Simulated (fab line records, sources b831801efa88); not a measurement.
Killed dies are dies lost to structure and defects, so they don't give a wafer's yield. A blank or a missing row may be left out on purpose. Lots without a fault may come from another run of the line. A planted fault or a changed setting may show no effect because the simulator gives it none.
Which tool did it? | flow sky130 | 7 lots, 21 wafers sampled, at 1 step of a route of 708

WHAT THE GAUGES READ, wafer by wafer
SKY_POLY_CUT_CD_MEAS_08: target cd 270 nm.
lot  | measured     | on        | cd_nm (nm)
L280 | day 26 09:09 | cd_sem-02 | 269.1 267.9 269.3
L284 | day 26 22:02 | cd_sem-01 | 272.4 272.6 270.5
L289 | day 28 11:54 | cd_sem-02 | 272.1 271.4 271.3
L291 | day 29 03:41 | cd_sem-01 | 267.7 268.6 269.1
L294 | day 30 05:24 | cd_sem-02 | 269.5 268.5 268.6
L296 | day 30 20:12 | cd_sem-01 | 271.1 270.7 270.7
L299 | day 31 21:07 | cd_sem-01 | 270.9 272.2 272.4

WHICH TOOL RAN EACH LOT (tool, then ch and the chambers of the sampled wafers, then the start)
The record holds no process step before these readings.

THE ANSWER, worked out from the rows above alone
Rule: what is usual is taken from the lots themselves. Put in order of their means at a reading, lots are off if they are a third of the lots or fewer, leave a main group of 4 or more, and stand apart from it by a gap of 3 or more times the standard deviation of the main group's means; of several such gaps the widest counts. A main group whose means are all the same, to the digits that the tables above print for the reading, isn't used. A lot without any number at a reading at which 4 lots or more have one is off too. The other lots that the step has rows for count as sound.
No lot is off at any reading shown: from this, nothing can be told.

WHAT THE SIMULATOR HAD PUT IN
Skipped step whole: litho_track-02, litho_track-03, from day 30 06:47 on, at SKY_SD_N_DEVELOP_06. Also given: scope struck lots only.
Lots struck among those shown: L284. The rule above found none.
